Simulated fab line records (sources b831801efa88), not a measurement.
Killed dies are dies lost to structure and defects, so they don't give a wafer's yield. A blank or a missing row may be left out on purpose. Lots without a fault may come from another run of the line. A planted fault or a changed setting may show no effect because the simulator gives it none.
fab line records -- flow gf180mcu -- part 1 of 2: steps 1 to 25 of 35
[record] lots = 5, wafers = 15, last_day = 33
route steps=602 shown HV_LDD@199
lots untouched by any fault: they come from a run of this same line in which no faults occurred
start_h: hours from the record's first day to the start of the lot's first wafer shown -- wait_h: hours elapsed since this lot's preceding step -- " repeats the value in the row above -- L1.1+2: one row covering several wafers at once -- - value missing, or start not given -- * or withheld: withheld -- < > ~ a bound
route shown NAME@n: NAME is a module with steps in the file, n the number in the route of the first one -- usual: mean and standard deviation over wafers with no fault -- same: alike in all rows -- chamber/n: place in a boat -- sites: readings site by site -- _std_site: how widely they spread, as a standard deviation -- _edge_site: the outer-site mean with the inner-site mean subtracted -- radius_mm: how far each site lies from the wafer's centre -- mask NAME#n: copy n -- behind: the most recent tool/chamber to have shaped the wafer -- hold: why the lot was held/for how many hours/how that ended -- device: transistor that didn't switch, given as n, p or np -- end of line: the same wafers' tests at the end of the route -- where a step has no rows: the recipe by itself -- killed: not the wafer's yield, but the dies lost to structure and defects at the first sort -- map: a wafer's dies, marking killed ones x, the rest . and places with no die _
set.NAME: the run value of the setting; set.NAME@STEP: its run value at that earlier step -- model.NAME: the simulator's own value behind a step, which no gauge read
certain route steps with their lots: each step a table, each wafer a row
services: when a tool's chamber went out of use (start_h, in hours from the record's first day, below 0 if earlier), for how many hours, and the reason
[[steps]]
[step GF_HV_LDD_TW_MEAS_23]
[usual] HV_LDD_2_TW = 1044/6.5
lot.wafer,tool,chamber,start_h,wait_h,HV_LDD_2_TW
L075.3,film_metro-02,-,245.51,0.1,1038
L075.5,film_metro-02,-,245.51,0.1,1038
L075.6,film_metro-02,-,245.51,0.1,1038
L079.4,film_metro-01,-,283.48,0.1,1056
L079.5,film_metro-01,-,283.48,0.1,1063
L079.6,film_metro-01,-,283.48,0.1,1056
L091.1,film_metro-02,-,354.69,0.1,1039
L091.2,film_metro-02,-,354.69,0.1,1043
L091.3,film_metro-02,-,354.69,0.1,1038
L094.2,film_metro-01,-,375.01,0.1,1036
L094.3,film_metro-01,-,375.01,0.1,1040
L094.4,film_metro-01,-,375.01,0.1,1038
L096.2,film_metro-01,-,394.85,0.1,1039
L096.5,film_metro-01,-,394.85,0.1,1041
L096.6,film_metro-01,-,394.85,0.1,1038
[step GF_HV_LDD_DEHYDRATE_24]
[recipe] temp_c = 200, time_s = 60
[usual] exhaust_pa = 45.1/0.92
lot.wafer,tool,chamber,start_h,wait_h,exhaust_pa
L075.3,litho_track-02,0,253.80,8.3,46.2
L075.5,litho_track-02,0,253.80,8.3,47.0
L075.6,litho_track-02,0,253.80,8.3,45.5
L079.4,litho_track-02,0,292.82,9.3,44.6
L079.5,litho_track-02,0,292.82,9.3,46.0
L079.6,litho_track-02,0,292.82,9.3,46.2
L091.1,litho_track-01,0,364.70,10.0,46.2
L091.2,litho_track-01,0,364.70,10.0,45.4
L091.3,litho_track-01,0,364.70,10.0,46.2
L094.2,litho_track-02,0,385.77,10.7,44.7
L094.3,litho_track-02,0,385.77,10.7,46.6
L094.4,litho_track-02,0,385.77,10.7,45.6
L096.2,litho_track-02,0,405.47,10.6,44.9
L096.5,litho_track-02,0,405.47,10.6,45.5
L096.6,litho_track-02,0,405.47,10.6,44.3
[step GF_HV_LDD_HMDS_25]
[recipe] prime_time_s = 60, prime_temp_c = 120
[usual] exhaust_pa = 45.1/0.93
lot.wafer,tool,chamber,start_h,wait_h,exhaust_pa
L075.3,litho_track-02,0,253.95,0.1,44.5
L075.5,litho_track-02,0,253.95,0.1,44.1
L075.6,litho_track-02,0,253.95,0.1,45.0
L079.4,litho_track-02,0,292.97,0.1,45.8
L079.5,litho_track-02,0,292.97,0.1,47.4
L079.6,litho_track-02,0,292.97,0.1,47.5
L091.1,litho_track-01,0,364.85,0.1,45.8
L091.2,litho_track-01,0,364.85,0.1,46.3
L091.3,litho_track-01,0,364.85,0.1,44.4
L094.2,litho_track-02,0,385.92,0.1,43.1
L094.3,litho_track-02,0,385.92,0.1,44.5
L094.4,litho_track-02,0,385.92,0.1,45.1
L096.2,litho_track-02,0,405.62,0.1,45.1
L096.5,litho_track-02,0,405.62,0.1,43.8
L096.6,litho_track-02,0,405.62,0.1,43.9
[step GF_HV_LDD_COAT_26]
[recipe] resist = NOVOLAK, spin_rpm = 3000, resist_thk_nm = 1000
[usual] exhaust_pa = 45.0/0.87
lot.wafer,tool,chamber,start_h,wait_h,exhaust_pa
L075.3,litho_track-02,0,254.10,0.1,45.8
L075.5,litho_track-02,0,254.10,0.1,46.1
L075.6,litho_track-02,0,254.10,0.1,44.5
L079.4,litho_track-02,0,293.12,0.1,45.2
L079.5,litho_track-02,0,293.12,0.1,44.1
L079.6,litho_track-02,0,293.12,0.1,44.9
L091.1,litho_track-01,0,365.00,0.1,43.6
L091.2,litho_track-01,0,365.00,0.1,45.0
L091.3,litho_track-01,0,365.00,0.1,45.5
L094.2,litho_track-02,0,386.07,0.1,45.6
L094.3,litho_track-02,0,386.07,0.1,43.8
L094.4,litho_track-02,0,386.07,0.1,44.9
L096.2,litho_track-02,0,405.77,0.1,45.4
L096.5,litho_track-02,0,405.77,0.1,46.5
L096.6,litho_track-02,0,405.77,0.1,46.6
[step GF_HV_LDD_SOFTBAKE_27]
[recipe] temp_c = 90, time_s = 60, resist = NOVOLAK
[usual] exhaust_pa = 45.2/0.89
lot.wafer,tool,chamber,start_h,wait_h,exhaust_pa
L075.3,litho_track-02,0,254.25,0.1,45.8
L075.5,litho_track-02,0,254.25,0.1,45.0
L075.6,litho_track-02,0,254.25,0.1,46.0
L079.4,litho_track-02,0,293.27,0.1,44.3
L079.5,litho_track-02,0,293.27,0.1,45.7
L079.6,litho_track-02,0,293.27,0.1,44.7
L091.1,litho_track-01,0,365.15,0.1,45.0
L091.2,litho_track-01,0,365.15,0.1,44.7
L091.3,litho_track-01,0,365.15,0.1,44.9
L094.2,litho_track-02,0,386.22,0.1,46.5
L094.3,litho_track-02,0,386.22,0.1,45.7
L094.4,litho_track-02,0,386.22,0.1,44.9
L096.2,litho_track-02,0,405.92,0.1,45.2
L096.5,litho_track-02,0,405.92,0.1,45.4
L096.6,litho_track-02,0,405.92,0.1,45.5
[step GF_HV_LDD_EXPOSE_28]
[recipe] mask_id = Nplus_HV_AREA, target_cd_nm = 400, na = 0.6, source_shape = conventional, sigma_outer = 0.6, dose_mj = 140
[usual] focus_offset_nm = 0.0/0.63
lot.wafer,tool,chamber,start_h,wait_h,mask,focus_offset_nm
L075.3,iline_stepper-01,0,-,-,Nplus_HV_AREA#0,0.4
L075.5,iline_stepper-01,0,-,-,Nplus_HV_AREA#0,1.1
L075.6,iline_stepper-01,0,-,-,Nplus_HV_AREA#0,1.0
L079.4,iline_stepper-02,0,-,-,Nplus_HV_AREA#0,0.5
L079.5,iline_stepper-02,0,-,-,Nplus_HV_AREA#0,0.3
L079.6,iline_stepper-02,0,-,-,Nplus_HV_AREA#0,0.5
L091.1,iline_stepper-02,0,-,-,Nplus_HV_AREA#0,0.6
L091.2,iline_stepper-02,0,-,-,Nplus_HV_AREA#0,1.3
L091.3,iline_stepper-02,0,-,-,Nplus_HV_AREA#0,0.3
L094.2,iline_stepper-01,0,-,-,Nplus_HV_AREA#0,0.4
L094.3,iline_stepper-01,0,-,-,Nplus_HV_AREA#0,-0.1
L094.4,iline_stepper-01,0,-,-,Nplus_HV_AREA#0,0.7
L096.2,iline_stepper-02,0,-,-,Nplus_HV_AREA#0,-0.4
L096.5,iline_stepper-02,0,-,-,Nplus_HV_AREA#0,-0.3
L096.6,iline_stepper-02,0,-,-,Nplus_HV_AREA#0,0.5
[step GF_HV_LDD_PEB_29]
[recipe] temp_c = withheld, time_s = *, resist = NOVOLAK
[usual] exhaust_pa = 44.8/0.86
lot.wafer,tool,chamber,start_h,wait_h,exhaust_pa
L075.3,litho_track-01,0,-,-,46.5
L075.5,litho_track-01,0,-,-,44.4
L075.6,litho_track-01,0,-,-,44.3
L079.4,litho_track-02,0,-,-,44.9
L079.5,litho_track-02,0,-,-,44.1
L079.6,litho_track-02,0,-,-,44.8
L091.1,litho_track-03,0,-,-,45.2
L091.2,litho_track-03,0,-,-,44.7
L091.3,litho_track-03,0,-,-,45.5
L094.2,litho_track-01,0,-,-,43.9
L094.3,litho_track-01,0,-,-,43.9
L094.4,litho_track-01,0,-,-,43.6
L096.2,litho_track-03,0,-,-,46.0
L096.5,litho_track-03,0,-,-,44.8
L096.6,litho_track-03,0,-,-,44.7
[step GF_HV_LDD_DEVELOP_30]
[recipe] develop_time_s = 60, dev_temp_c = 23
[usual] exhaust_pa = 44.9/1
lot.wafer,tool,chamber,start_h,wait_h,exhaust_pa
L075.3,litho_track-01,0,262.75,0.1,44.4
L075.5,litho_track-01,0,262.75,0.1,44.3
L075.6,litho_track-01,0,262.75,0.1,43.5
L079.4,litho_track-02,0,302.62,0.1,43.9
L079.5,litho_track-02,0,302.62,0.1,44.4
L079.6,litho_track-02,0,302.62,0.1,43.6
L091.1,litho_track-03,0,376.23,0.1,43.5
L091.2,litho_track-03,0,376.23,0.1,45.2
L091.3,litho_track-03,0,376.23,0.1,43.9
L094.2,litho_track-01,0,397.92,0.1,45.8
L094.3,litho_track-01,0,397.92,0.1,45.1
L094.4,litho_track-01,0,397.92,0.1,45.5
L096.2,litho_track-03,0,417.71,0.1,43.0
L096.5,litho_track-03,0,417.71,0.1,42.8
L096.6,litho_track-03,0,417.71,0.1,42.8
[step GF_HV_LDD_CD_MEAS_31]
[recipe] target_cd_nm = 400
[usual] cd_nm = 400.9/2.3
lot.wafer,tool,chamber,start_h,wait_h,cd_nm
L075.3,cd_sem-02,-,262.89,0.1,400.7
L075.5,cd_sem-02,-,262.89,0.1,400.3
L075.6,cd_sem-02,-,262.89,0.1,401.9
L079.4,cd_sem-01,-,302.76,0.1,401.9
L079.5,cd_sem-01,-,302.76,0.1,402.6
L079.6,cd_sem-01,-,302.76,0.1,401.2
L091.1,cd_sem-02,-,376.38,0.1,397.7
L091.2,cd_sem-02,-,376.38,0.1,399.1
L091.3,cd_sem-02,-,376.38,0.1,400.1
L094.2,cd_sem-01,-,398.06,0.1,398.5
L094.3,cd_sem-01,-,398.06,0.1,398.9
L094.4,cd_sem-01,-,398.06,0.1,399.8
L096.2,cd_sem-01,-,417.85,0.1,400.4
L096.5,cd_sem-01,-,417.85,0.1,397.4
L096.6,cd_sem-01,-,417.85,0.1,397.5
[step GF_HV_LDD_OVL_MEAS_32]
[usual] HV_LDD_02_OVL = 0.1/1.4
lot.wafer,tool,chamber,start_h,wait_h,HV_LDD_02_OVL[nm]
L075.3,overlay-02,-,262.98,0.1,-0.7
L075.5,overlay-02,-,262.98,0.1,2.2
L075.6,overlay-02,-,262.98,0.1,1.3
L079.4,overlay-01,-,302.83,0.1,-0.5
L079.5,overlay-01,-,302.83,0.1,-1.6
L079.6,overlay-01,-,302.83,0.1,-1.0
L091.1,overlay-01,-,376.50,0.1,-0.9
L091.2,overlay-01,-,376.50,0.1,-0.7
L091.3,overlay-01,-,376.50,0.1,-0.6
L094.2,overlay-01,-,398.17,0.1,0.6
L094.3,overlay-01,-,398.17,0.1,0.8
L094.4,overlay-01,-,398.17,0.1,0.0
L096.2,overlay-02,-,417.96,0.1,-1.1
L096.5,overlay-02,-,417.96,0.1,0.3
L096.6,overlay-02,-,417.96,0.1,0.5
[step GF_HV_LDD_IMPLANT_33]
[recipe] species = P, energy_kev = 60, dose_cm2 = 7.5e+12, tilt_deg = 30, rotation_deg = 0
[usual] beam_on_s = 9.99/0.19
[same] implant_ion_amu = 31
lot.wafer,tool,chamber,start_h,wait_h,beam_on_s
L075.3,implanter-02,0,263.05,0.1,9.92
L075.5,implanter-02,0,263.05,0.1,9.89
L075.6,implanter-02,0,263.05,0.1,9.91
L079.4,implanter-02,0,302.93,0.1,9.93
L079.5,implanter-02,0,302.93,0.1,9.76
L079.6,implanter-02,0,302.93,0.1,9.89
L091.1,implanter-02,0,376.54,0.0,9.83
L091.2,implanter-02,0,376.54,0.0,9.80
L091.3,implanter-02,0,376.54,0.0,9.73
L094.2,implanter-04,0,398.23,0.0,10.26
L094.3,implanter-04,0,398.23,0.0,9.94
L094.4,implanter-04,0,398.23,0.0,9.95
L096.2,implanter-02,0,418.01,0.0,9.73
L096.5,implanter-02,0,418.01,0.0,9.91
L096.6,implanter-02,0,418.01,0.0,10.03
[step GF_HV_LDD_IMPLANT_34]
[recipe] species = P, energy_kev = 60, dose_cm2 = 7.5e+12, tilt_deg = 30, rotation_deg = 90
[usual] beam_on_s = 10.02/0.2
[same] implant_ion_amu = 31
lot.wafer,tool,chamber,start_h,wait_h,beam_on_s
L075.3,implanter-02,0,263.20,0.1,9.93
L075.5,implanter-02,0,263.20,0.1,9.84
L075.6,implanter-02,0,263.20,0.1,9.97
L079.4,implanter-02,0,303.08,0.1,10.25
L079.5,implanter-02,0,303.08,0.1,10.17
L079.6,implanter-02,0,303.08,0.1,10.04
L091.1,implanter-02,0,376.69,0.1,10.07
L091.2,implanter-02,0,376.69,0.1,10.15
L091.3,implanter-02,0,376.69,0.1,10.09
L094.2,implanter-04,0,398.38,0.1,10.20
L094.3,implanter-04,0,398.38,0.1,9.77
L094.4,implanter-04,0,398.38,0.1,10.19
L096.2,implanter-02,0,418.16,0.1,10.12
L096.5,implanter-02,0,418.16,0.1,10.34
L096.6,implanter-02,0,418.16,0.1,10.43
[step GF_HV_LDD_IMPLANT_35]
[recipe] species = P, energy_kev = 60, dose_cm2 = 7.5e+12, tilt_deg = 30, rotation_deg = 180
[usual] beam_on_s = 9.99/0.19
[same] implant_ion_amu = 31
lot.wafer,tool,chamber,start_h,wait_h,beam_on_s
L075.3,implanter-02,0,263.35,0.1,10.08
L075.5,implanter-02,0,263.35,0.1,10.12
L075.6,implanter-02,0,263.35,0.1,10.34
L079.4,implanter-02,0,303.23,0.1,9.76
L079.5,implanter-02,0,303.23,0.1,10.19
L079.6,implanter-02,0,303.23,0.1,10.11
L091.1,implanter-02,0,376.84,0.1,10.02
L091.2,implanter-02,0,376.84,0.1,10.22
L091.3,implanter-02,0,376.84,0.1,10.05
L094.2,implanter-04,0,398.53,0.1,9.81
L094.3,implanter-04,0,398.53,0.1,9.93
L094.4,implanter-04,0,398.53,0.1,9.87
L096.2,implanter-02,0,418.31,0.1,9.83
L096.5,implanter-02,0,418.31,0.1,10.30
L096.6,implanter-02,0,418.31,0.1,10.11
[step GF_HV_LDD_IMPLANT_36]
[recipe] species = P, energy_kev = 60, dose_cm2 = 7.5e+12, tilt_deg = 30, rotation_deg = 270
[usual] beam_on_s = 9.99/0.21
[same] implant_ion_amu = 31
lot.wafer,tool,chamber,start_h,wait_h,beam_on_s
L075.3,implanter-02,0,263.50,0.1,10.01
L075.5,implanter-02,0,263.50,0.1,9.90
L075.6,implanter-02,0,263.50,0.1,9.85
L079.4,implanter-02,0,303.38,0.1,10.14
L079.5,implanter-02,0,303.38,0.1,10.38
L079.6,implanter-02,0,303.38,0.1,10.12
L091.1,implanter-02,0,376.99,0.1,10.20
L091.2,implanter-02,0,376.99,0.1,10.23
L091.3,implanter-02,0,376.99,0.1,10.17
L094.2,implanter-04,0,398.68,0.1,9.65
L094.3,implanter-04,0,398.68,0.1,10.51
L094.4,implanter-04,0,398.68,0.1,9.90
L096.2,implanter-02,0,418.46,0.1,9.92
L096.5,implanter-02,0,418.46,0.1,10.34
L096.6,implanter-02,0,418.46,0.1,10.25
[step GF_HV_LDD_STRIP_37]
[recipe] chemistry = O2/N2, power_w = 1400, pressure_mtorr = 1500, platen_temp_c = 250, o2_flow_sccm = 3000, n2_flow_sccm = 300, overash_fraction = 0.5
[usual] chamber_pressure_mTorr = 1500.1/1.3, drypump_motor_current_A = 5.93/0.11, heater_power_w = 338/40, oes_product_au = 0.715/0.0044, strip_time_to_endpoint_s = 12.637/0.029
lot.wafer,tool,chamber,start_h,wait_h,chamber_pressure_mTorr,drypump_motor_current_A,heater_power_w,oes_product_au,rf_hours_counter_h,strip_time_to_endpoint_s
L075.3,plasma_asher-02,1,263.64,0.1,1500.3,5.93,279,0.711,-,12.671
L075.5,plasma_asher-02,0,263.64,0.1,1501.1,5.97,388,0.719,-,12.654
L075.6,plasma_asher-02,1,263.64,0.1,1499.1,5.91,282,0.719,-,12.657
L079.4,plasma_asher-03,0,303.49,0.1,1501.2,6.11,325,0.726,-,12.725
L079.5,plasma_asher-03,0,303.49,0.1,1499.6,6.11,328,0.709,-,12.663
L079.6,plasma_asher-03,1,303.49,0.1,1499.5,5.84,349,0.717,-,12.660
L091.1,plasma_asher-02,1,377.14,0.1,1500.6,5.93,283,0.713,73,12.651
L091.2,plasma_asher-02,0,377.14,0.1,1500.4,5.98,383,0.719,73,12.637
L091.3,plasma_asher-02,1,377.14,0.1,1499.6,5.92,286,0.711,-,12.680
L094.2,plasma_asher-02,1,398.80,0.1,1501.3,5.92,290,0.714,76,12.658
L094.3,plasma_asher-02,0,398.80,0.1,1503.2,5.93,395,0.718,-,12.672
L094.4,plasma_asher-02,1,398.80,0.1,1500.7,5.87,273,0.716,-,12.644
L096.2,plasma_asher-03,1,418.59,0.1,1498.1,5.87,358,0.723,64,12.608
L096.5,plasma_asher-03,0,418.59,0.1,1499.8,6.09,316,0.714,-,12.625
L096.6,plasma_asher-03,1,418.59,0.1,1501.7,5.83,350,0.716,-,12.617
[step GF_HV_LDD_TW_MEAS_38]
[usual] HV_LDD_3_TW = 1420/9.3
lot.wafer,tool,chamber,start_h,wait_h,HV_LDD_3_TW
L075.3,film_metro-02,-,263.72,0.1,1410
L075.5,film_metro-02,-,263.72,0.1,1417
L075.6,film_metro-02,-,263.72,0.1,1416
L079.4,film_metro-02,-,303.58,0.1,1407
L079.5,film_metro-02,-,303.58,0.1,1403
L079.6,film_metro-02,-,303.58,0.1,1395
L091.1,film_metro-01,-,377.24,0.1,1419
L091.2,film_metro-01,-,377.24,0.1,1413
L091.3,film_metro-01,-,377.24,0.1,1419
L094.2,film_metro-01,-,398.91,0.1,1409
L094.3,film_metro-01,-,398.91,0.1,1417
L094.4,film_metro-01,-,398.91,0.1,1416
L096.2,film_metro-01,-,418.70,0.1,1410
L096.5,film_metro-01,-,418.70,0.1,1414
L096.6,film_metro-01,-,418.70,0.1,1412
[step GF_HV_LDD_DEHYDRATE_39]
[recipe] temp_c = 200, time_s = 60
[usual] exhaust_pa = 44.9/0.92
lot.wafer,tool,chamber,start_h,wait_h,exhaust_pa
L075.3,litho_track-03,0,271.29,7.6,45.4
L075.5,litho_track-03,0,271.29,7.6,45.9
L075.6,litho_track-03,0,271.29,7.6,45.6
L079.4,litho_track-03,0,313.16,9.6,46.0
L079.5,litho_track-03,0,313.16,9.6,45.7
L079.6,litho_track-03,0,313.16,9.6,44.5
L091.1,litho_track-03,0,387.68,10.4,43.8
L091.2,litho_track-03,0,387.68,10.4,44.5
L091.3,litho_track-03,0,387.68,10.4,44.0
L094.2,litho_track-01,0,409.87,10.9,45.2
L094.3,litho_track-01,0,409.87,10.9,44.1
L094.4,litho_track-01,0,409.87,10.9,45.4
L096.2,litho_track-01,0,429.57,10.9,46.6
L096.5,litho_track-01,0,429.57,10.9,46.1
L096.6,litho_track-01,0,429.57,10.9,44.6
[step GF_HV_LDD_HMDS_40]
[recipe] prime_time_s = 60, prime_temp_c = 120
[usual] exhaust_pa = 44.9/0.76
lot.wafer,tool,chamber,start_h,wait_h,exhaust_pa
L075.3,litho_track-03,0,271.44,0.1,44.3
L075.5,litho_track-03,0,271.44,0.1,45.3
L075.6,litho_track-03,0,271.44,0.1,44.9
L079.4,litho_track-03,0,313.31,0.1,46.4
L079.5,litho_track-03,0,313.31,0.1,45.3
L079.6,litho_track-03,0,313.31,0.1,46.1
L091.1,litho_track-03,0,387.83,0.1,44.9
L091.2,litho_track-03,0,387.83,0.1,45.3
L091.3,litho_track-03,0,387.83,0.1,43.7
L094.2,litho_track-01,0,410.02,0.1,45.0
L094.3,litho_track-01,0,410.02,0.1,45.2
L094.4,litho_track-01,0,410.02,0.1,46.4
L096.2,litho_track-01,0,429.72,0.1,44.4
L096.5,litho_track-01,0,429.72,0.1,44.3
L096.6,litho_track-01,0,429.72,0.1,45.1
[step GF_HV_LDD_COAT_41]
[recipe] resist = NOVOLAK, spin_rpm = 3000, resist_thk_nm = 1000
[usual] exhaust_pa = 44.9/1
lot.wafer,tool,chamber,start_h,wait_h,exhaust_pa
L075.3,litho_track-03,0,271.59,0.1,45.1
L075.5,litho_track-03,0,271.59,0.1,44.3
L075.6,litho_track-03,0,271.59,0.1,44.1
L079.4,litho_track-03,0,313.46,0.1,44.2
L079.5,litho_track-03,0,313.46,0.1,44.8
L079.6,litho_track-03,0,313.46,0.1,42.3
L091.1,litho_track-03,0,387.98,0.1,44.4
L091.2,litho_track-03,0,387.98,0.1,44.8
L091.3,litho_track-03,0,387.98,0.1,45.3
L094.2,litho_track-01,0,410.17,0.1,43.4
L094.3,litho_track-01,0,410.17,0.1,43.0
L094.4,litho_track-01,0,410.17,0.1,42.4
L096.2,litho_track-01,0,429.87,0.1,46.7
L096.5,litho_track-01,0,429.87,0.1,45.2
L096.6,litho_track-01,0,429.87,0.1,46.4
[step GF_HV_LDD_SOFTBAKE_42]
[recipe] temp_c = 90, time_s = 60, resist = NOVOLAK
[usual] exhaust_pa = 45.0/0.83
lot.wafer,tool,chamber,start_h,wait_h,exhaust_pa
L075.3,litho_track-03,0,271.74,0.1,45.0
L075.5,litho_track-03,0,271.74,0.1,45.9
L075.6,litho_track-03,0,271.74,0.1,44.3
L079.4,litho_track-03,0,313.61,0.1,45.5
L079.5,litho_track-03,0,313.61,0.1,45.6
L079.6,litho_track-03,0,313.61,0.1,46.1
L091.1,litho_track-03,0,388.13,0.1,43.1
L091.2,litho_track-03,0,388.13,0.1,46.0
L091.3,litho_track-03,0,388.13,0.1,45.1
L094.2,litho_track-01,0,410.32,0.1,45.1
L094.3,litho_track-01,0,410.32,0.1,44.0
L094.4,litho_track-01,0,410.32,0.1,44.7
L096.2,litho_track-01,0,430.02,0.1,44.5
L096.5,litho_track-01,0,430.02,0.1,44.7
L096.6,litho_track-01,0,430.02,0.1,45.4
[step GF_HV_LDD_EXPOSE_43]
[recipe] mask_id = Pplus_HV_AREA, target_cd_nm = 400, na = 0.6, source_shape = conventional, sigma_outer = 0.6, dose_mj = 140
[usual] focus_offset_nm = 0.0/0.55
lot.wafer,tool,chamber,start_h,wait_h,mask,focus_offset_nm
L075.3,iline_stepper-01,0,-,-,Pplus_HV_AREA#0,-0.1
L075.5,iline_stepper-01,0,-,-,Pplus_HV_AREA#0,-1.2
L075.6,iline_stepper-01,0,-,-,Pplus_HV_AREA#0,-0.9
L079.4,iline_stepper-01,0,-,-,Pplus_HV_AREA#0,-0.3
L079.5,iline_stepper-01,0,-,-,Pplus_HV_AREA#0,-0.2
L079.6,iline_stepper-01,0,-,-,Pplus_HV_AREA#0,-0.1
L091.1,iline_stepper-01,0,-,-,Pplus_HV_AREA#0,-0.5
L091.2,iline_stepper-01,0,-,-,Pplus_HV_AREA#0,0.0
L091.3,iline_stepper-01,0,-,-,Pplus_HV_AREA#0,0.6
L094.2,iline_stepper-02,0,-,-,Pplus_HV_AREA#0,0.5
L094.3,iline_stepper-02,0,-,-,Pplus_HV_AREA#0,0.9
L094.4,iline_stepper-02,0,-,-,Pplus_HV_AREA#0,-0.6
L096.2,iline_stepper-01,0,-,-,Pplus_HV_AREA#0,-0.5
L096.5,iline_stepper-01,0,-,-,Pplus_HV_AREA#0,-0.5
L096.6,iline_stepper-01,0,-,-,Pplus_HV_AREA#0,1.0
[step GF_HV_LDD_PEB_44]
[recipe] temp_c = withheld, time_s = *, resist = NOVOLAK
[usual] exhaust_pa = 45.0/0.93
lot.wafer,tool,chamber,start_h,wait_h,exhaust_pa
L075.3,litho_track-03,0,-,-,45.4
L075.5,litho_track-03,0,-,-,45.5
L075.6,litho_track-03,0,-,-,45.3
L079.4,litho_track-03,0,-,-,46.1
L079.5,litho_track-03,0,-,-,45.7
L079.6,litho_track-03,0,-,-,44.5
L091.1,litho_track-02,0,-,-,44.8
L091.2,litho_track-02,0,-,-,45.3
L091.3,litho_track-02,0,-,-,45.4
L094.2,litho_track-02,0,-,-,45.8
L094.3,litho_track-02,0,-,-,44.2
L094.4,litho_track-02,0,-,-,45.5
L096.2,litho_track-03,0,-,-,44.1
L096.5,litho_track-03,0,-,-,43.9
L096.6,litho_track-03,0,-,-,44.4
[step GF_HV_LDD_DEVELOP_45]
[recipe] develop_time_s = 60, dev_temp_c = 23
[usual] exhaust_pa = 45.0/0.96
lot.wafer,tool,chamber,start_h,wait_h,exhaust_pa
L075.3,litho_track-03,0,280.09,0.1,44.8
L075.5,litho_track-03,0,280.09,0.1,45.3
L075.6,litho_track-03,0,280.09,0.1,46.0
L079.4,litho_track-03,0,323.11,0.1,45.0
L079.5,litho_track-03,0,323.11,0.1,46.6
L079.6,litho_track-03,0,323.11,0.1,43.4
L091.1,litho_track-02,0,400.04,0.1,44.0
L091.2,litho_track-02,0,400.04,0.1,44.2
L091.3,litho_track-02,0,400.04,0.1,43.4
L094.2,litho_track-02,0,422.32,0.1,45.8
L094.3,litho_track-02,0,422.32,0.1,45.8
L094.4,litho_track-02,0,422.32,0.1,45.3
L096.2,litho_track-03,0,442.21,0.1,43.4
L096.5,litho_track-03,0,442.21,0.1,44.9
L096.6,litho_track-03,0,442.21,0.1,44.2
[step GF_HV_LDD_CD_MEAS_46]
[recipe] target_cd_nm = 400
[usual] cd_nm = 400.4/2.1
lot.wafer,tool,chamber,start_h,wait_h,cd_nm
L075.3,cd_sem-01,-,280.23,0.1,401.5
L075.5,cd_sem-01,-,280.23,0.1,401.9
L075.6,cd_sem-01,-,280.23,0.1,403.9
L079.4,cd_sem-02,-,323.25,0.1,399.6
L079.5,cd_sem-02,-,323.25,0.1,399.2
L079.6,cd_sem-02,-,323.25,0.1,402.2
L091.1,cd_sem-01,-,400.19,0.1,400.9
L091.2,cd_sem-01,-,400.19,0.1,396.5
L091.3,cd_sem-01,-,400.19,0.1,399.4
L094.2,cd_sem-01,-,422.46,0.1,399.2
L094.3,cd_sem-01,-,422.46,0.1,401.4
L094.4,cd_sem-01,-,422.46,0.1,398.5
L096.2,cd_sem-02,-,442.35,0.1,394.8
L096.5,cd_sem-02,-,442.35,0.1,398.0
L096.6,cd_sem-02,-,442.35,0.1,397.0
[step GF_HV_LDD_OVL_MEAS_47]
[usual] HV_LDD_03_OVL = 0.8/1.6
lot.wafer,tool,chamber,start_h,wait_h,HV_LDD_03_OVL[nm]
L075.3,overlay-02,-,280.32,0.1,0.2
L075.5,overlay-02,-,280.32,0.1,-0.6
L075.6,overlay-02,-,280.32,0.1,0.2
L079.4,overlay-01,-,323.32,0.1,2.0
L079.5,overlay-01,-,323.32,0.1,-0.8
L079.6,overlay-01,-,323.32,0.1,0.9
L091.1,overlay-02,-,400.31,0.1,-0.1
L091.2,overlay-02,-,400.31,0.1,-0.8
L091.3,overlay-02,-,400.31,0.1,-3.1
L094.2,overlay-01,-,422.57,0.1,-1.3
L094.3,overlay-01,-,422.57,0.1,-2.8
L094.4,overlay-01,-,422.57,0.1,-1.5
L096.2,overlay-01,-,442.46,0.1,3.1
L096.5,overlay-01,-,442.46,0.1,1.2
L096.6,overlay-01,-,442.46,0.1,2.0
